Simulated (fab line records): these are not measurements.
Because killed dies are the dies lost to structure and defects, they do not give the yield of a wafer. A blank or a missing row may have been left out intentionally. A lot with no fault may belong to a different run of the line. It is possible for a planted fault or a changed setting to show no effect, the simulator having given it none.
Struck lot and sound lot, side by side -- flow sky130 -- 43 steps out of a route of 708
Sound: these wafers, L640.2, L640.3, L640.5. Struck: wafer L652.1 (left out: L652.2, L652.3 of the same lot, which were not struck); the cause appears at the end.
Order at every step that has rows: each side's tool, ch and its chambers, its first start. Under that, the readings that differ: sound wafers -- struck wafers -- difference of the means -- sigmas: that difference in standard deviations of wafers without a fault.
alike: readings whose means differ by less than 2 such deviations, and words and numbers that are the same on both sides. not compared: withheld readings, readings that some wafer has no value for, bounds like >300 that may hide the same value, and numbers for which the record gives no deviation and whose values overlap.
The two part at a step that has a row with sigmas, a row that says differs or no value, or rows on one side only. Numbers that don't overlap but have no deviation are shown without sigmas and don't part them. Lack of a reading on every wafer of one side parts them only where that side has two or more wafers.

first, 2 steps without rows for these wafers: SKY_LDD_LDN_PEB_05; SKY_LDD_LDN_DEVELOP_06 (develop time 58.33 s).
SKY_LDD_LDN_OVL_MEAS_07:
  sound: overlay-01 at day 23 20:56; struck: overlay-02 at day 27 17:26
  alike: LDD_LDN_OVL
then, 4 steps without rows for these wafers: SKY_LDD_LDN_IMPLANT_08; SKY_LDD_LDN_IMPLANT_09; SKY_LDD_LDN_IMPLANT_10; SKY_LDD_LDN_IMPLANT_11.
SKY_LDD_LDN_STRIP_12: strips in O2/N2.
  sound on plasma asher-03 ch 0,1, day 23 21:34; struck on plasma asher-03 ch 0, day 27 18:04
  alike: drypump motor current A, oes product au, strip time to endpoint s
  not compared: rf hours counter h
SKY_LDD_LDN_TW_MEAS_13:
  sound: film metro-04 at day 23 21:41; struck: film metro-01 at day 27 18:10
reading,sound,struck,difference,sigmas
LDD_LDN_TW,1510 1511 1506,1478,-31,-3
then, 2 steps without rows for these wafers: SKY_LDD_LDN_CLEAN_14 (cleans in SC1/SC2, time 150 s); SKY_SPACER_CVD_00 (deposits Si3N4 from DCS/NH3, target thk 43.1 nm, time 740 s).
SKY_SPACER_THK_MEAS_01:
  sound: film metro-04 at day 23 22:59; struck: film metro-03 at day 27 20:47
reading,sound,struck,difference,sigmas
SPACER_CVD_00_THK (nm),43.1 43.1 43.2,42.3,-0.8,-2
SKY_SPACER_ETCHBACK_02: etches Si3N4 in CH3F/O2, stops on SiO2, time 46.7 s, target depth 45 nm.
  sound on rie diel-02 ch 1,2,3, day 23 23:02; struck on rie diel-02 ch 1, day 27 20:51
  alike: bias w, drypump motor current A, oes product au, throttle valve pct
  not compared: rf hours counter h
then, 8 steps without rows for these wafers: SKY_POLY_CUT_DEHYDRATE_00 (time 60 s); SKY_POLY_CUT_HMDS_01 (prime time 60 s); SKY_POLY_CUT_COAT_02 (resist thk 60 nm); SKY_POLY_CUT_COAT_03 (resist thk 450 nm); SKY_POLY_CUT_SOFTBAKE_04 (time 90 s); SKY_POLY_CUT_EXPOSE_05 (exposes mask NPCM, target cd 270 nm); SKY_POLY_CUT_PEB_06; SKY_POLY_CUT_DEVELOP_07 (develop time 60 s).
SKY_POLY_CUT_CD_MEAS_08: target cd 270 nm.
  sound: cd sem-02 at day 25 04:17; struck: cd sem-01 at day 29 00:19
  alike: cd nm
SKY_POLY_CUT_OVL_MEAS_09:
  sound: overlay-02 at day 25 04:23; struck: overlay-01 at day 29 00:26
  alike: POLY_CUT_OVL
SKY_POLY_CUT_ETCH_10: etches BARC in N2/H2, stops on SiO2, time 45.9 s, target depth 60 nm.
  sound on rie diel-01 ch 0,1,3, day 25 04:25; struck on rie diel-04 ch 3, day 29 00:28
  alike: bias w, drypump motor current A, h2 flow sccm, oes product au, throttle valve pct
  not compared: rf hours counter h
SKY_POLY_CUT_ETCH_11: etches Si3N4 in CF4/CH2F2/Ar, stops on poly-Si, time 42.5 s, target depth 60 nm.
  sound on rie diel-01 ch 0,1,3, day 25 04:28; struck on rie diel-04 ch 3, day 29 00:31
  alike: bias w, drypump motor current A, mfc ar sccm, oes product au, throttle valve pct
  not compared: rf hours counter h
SKY_POLY_CUT_STRIP_12: strips in O2/N2.
  sound on plasma asher-02 ch 1, day 25 04:30; struck on plasma asher-01 ch 1, day 29 00:33
  alike: drypump motor current A, oes product au, strip time to endpoint s
  not compared: rf hours counter h
then, 7 steps without rows for these wafers: SKY_SD_P_DEHYDRATE_00 (time 60 s); SKY_SD_P_HMDS_01 (prime time 60 s); SKY_SD_P_COAT_02 (resist thk 1140 nm); SKY_SD_P_SOFTBAKE_03 (time 60 s); SKY_SD_P_EXPOSE_04 (exposes mask PSDM, target cd 380 nm); SKY_SD_P_PEB_05; SKY_SD_P_DEVELOP_06 (develop time 60 s).
SKY_SD_P_CD_MEAS_07: target cd 380 nm.
  sound: cd sem-02 at day 26 09:09; struck: cd sem-01 at day 30 03:39
  alike: cd nm
SKY_SD_P_OVL_MEAS_08:
  sound: overlay-02 at day 26 09:16; struck: overlay-02 at day 30 03:46
  alike: SD_P_OVL
then, 1 step without rows for these wafers: SKY_SD_P_IMPLANT_09.
SKY_SD_P_STRIP_10: strips in O2/N2.
  sound on plasma asher-01 ch 0,1, day 26 09:26; struck on plasma asher-01 ch 1, day 30 03:57
  alike: drypump motor current A, oes product au, strip time to endpoint s
  not compared: rf hours counter h
SKY_SD_P_TW_MEAS_11:
  sound: film metro-03 at day 26 09:33; struck: film metro-03 at day 30 04:03
  alike: SD_P_TW
then, 4 steps without rows for these wafers: SKY_RES_XHIGH_DEHYDRATE_00 (time 60 s); SKY_RES_XHIGH_HMDS_01 (prime time 60 s); SKY_RES_XHIGH_COAT_02 (resist thk 1140 nm); SKY_RES_XHIGH_SOFTBAKE_03 (time 60 s).
-- the record jumps here: 19 days lie between the struck wafers' starts before and after (it left off in module RES_XHIGH and takes up again in module PAD_OPEN, whose first step shown is number 708 of the route) --
SKY_PAD_OPEN_PROBE_99:
  sound: prober-02 at day 46 08:10; struck: prober-02 at day 49 02:51
reading,sound,struck,difference,sigmas
killed at front end,18 16 10,71,+56,+14
killed dies,92 81 84,142,+56,+6
  alike: killed_at_M0_to_M3, killed_at_M4_up, killed at contacts, killed at other, killed open, killed short

## WHERE THEY PART
At SKY_LDD_LDN_TW_MEAS_13 first; at SKY_PAD_OPEN_PROBE_99 last (within this record only).

WHY: what the simulator had put in
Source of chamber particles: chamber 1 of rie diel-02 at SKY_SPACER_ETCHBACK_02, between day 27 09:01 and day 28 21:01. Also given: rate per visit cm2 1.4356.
